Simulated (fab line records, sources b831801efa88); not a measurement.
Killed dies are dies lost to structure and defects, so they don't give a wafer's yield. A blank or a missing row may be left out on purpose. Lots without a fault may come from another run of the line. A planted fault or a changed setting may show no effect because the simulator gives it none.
A struck lot beside a sound one | flow sky130 | 15 steps out of a route of 708
Sound: wafers L835.3, L835.5, L835.6. Struck: wafer L846.6. (L846.1, L846.5 of the same lot were not struck and are left out.) The cause comes at the end.
At each step with rows: each side's tool, then ch and its chambers, then its first start. Under that, the readings that differ: sound wafers | struck wafers | difference of the means | sigmas: that difference in standard deviations of wafers without a fault.
alike: readings whose means differ by less than 2 such deviations, and words and numbers that are the same on both sides. not compared: withheld readings, readings that some wafer has no value for, bounds like >300 that may hide the same value, and numbers for which the record gives no deviation and whose values overlap.
The two part at a step that has a row with sigmas, a row that says differs or no value, or rows on one side only. Numbers that don't overlap but have no deviation are shown without sigmas and don't part them. A reading that every wafer of one side lacks parts them only if that side has two wafers or more.

SKY_FIELD_ISO_ETCH_15: etches the open film in CHF3/O2, stops on Si, target depth 180 nm, time 72 s.
  sound on rie_diel-01 ch 2,3, day 3 01:31; struck on rie_diel-01 ch 1, day 5 12:05
  alike: drypump_motor_current_A, oes_product_au, throttle_valve_pct
  not compared: rf_hours_counter_h
SKY_FIELD_ISO_STRIP_16: strips in O2/N2.
  sound on plasma_asher-04 ch 0,1, day 3 01:36; struck on plasma_asher-04 ch 0, day 5 12:08
  reading                      | sound             | struck | difference | sigmas
  strip_time_to_endpoint_s (s) | 3.492 3.465 3.537 | 3.573  | +0.075     | +3
  alike: drypump_motor_current_A, oes_product_au
  not compared: rf_hours_counter_h
SKY_FIELD_ISO_ETCH_17: etches Si in HBr/Cl2/O2, target depth 342 nm, time 97.7 s.
  sound on rie_si-02 ch 1,2,3, day 3 01:40; struck on rie_si-01 ch 3, day 5 12:14
  alike: drypump_motor_current_A, oes_product_au, throttle_valve_pct
  not compared: rf_hours_counter_h
then, 5 steps without rows for these wafers: SKY_FIELD_ISO_WET_ETCH_18 (etches Si3N4 in H3PO4, target depth 25 nm, time 286 s); SKY_FIELD_ISO_CLEAN_19 (cleans in SC1/SC2, time 150 s); SKY_FIELD_ISO_CLEAN_20 (cleans in dHF, time 20 s); SKY_FIELD_ISO_WET_ETCH_21 (etches SiO2 in dHF, target depth 20 nm, time 400 s); SKY_FIELD_ISO_OXIDATION_22 (stabilise 600 s, purge 300 s, target thk 10 nm).
SKY_FIELD_ISO_THK_MEAS_23:
  sound on film_metro-01, day 3 03:13; struck on film_metro-04, day 5 13:45
  alike: FIELD_ISO_OXIDATION_01_THK
then, 1 step without rows for these wafers: SKY_FIELD_ISO_CVD_24 (deposits SiO2, target thk 595 nm, time 99.2 s).
SKY_FIELD_ISO_THK_MEAS_25:
  sound on film_metro-02, day 3 03:20; struck on film_metro-01, day 5 13:53
  alike: FIELD_ISO_CVD_24_THK
then, 1 step without rows for these wafers: SKY_FIELD_ISO_ANNEAL_26 (time 1800 s).
SKY_FIELD_ISO_CMP_27: polishes, stops on Si3N4, t overpolish 16 s, target thk 457.8 nm.
  sound on cmp-01 ch 1,2, day 3 06:08; struck on cmp-01 ch 1, day 5 15:29
  reading              | sound                | struck | difference | sigmas
  overpolish_run_s (s) | 16.009 15.981 16.003 | 22.646 | +6.648     | +99 or more
  t_overpolish_s (s)   | 16 16 16             | 22.629 | +6.629     |
  alike: motor_current_A, retaining_ring_pressure_frac, time_to_endpoint_s
then, 1 step without rows for these wafers: SKY_FIELD_ISO_WET_ETCH_28 (etches SiO2 in dHF, target depth 23.7 nm, time 47 s).
-- the record jumps here: 44 days lie between the struck wafers' starts before and after (it left off in module FIELD_ISO and takes up again in module PAD_OPEN, whose first step shown is number 708 of the route) --
SKY_PAD_OPEN_PROBE_99:
  sound on prober-02, day 47 07:10; struck on prober-01, day 49 17:47
  alike: killed_at_M0_to_M3, killed_at_M4_up, killed_at_contacts, killed_at_front_end, killed_at_other, killed_dies, killed_on_rim, killed_open, killed_short

WHERE THEY PART
First at SKY_FIELD_ISO_STRIP_16; last, within this record, at SKY_FIELD_ISO_CMP_27. Later steps at which nothing parts them and some readings are alike: SKY_PAD_OPEN_PROBE_99.

WHY: what the simulator had put in
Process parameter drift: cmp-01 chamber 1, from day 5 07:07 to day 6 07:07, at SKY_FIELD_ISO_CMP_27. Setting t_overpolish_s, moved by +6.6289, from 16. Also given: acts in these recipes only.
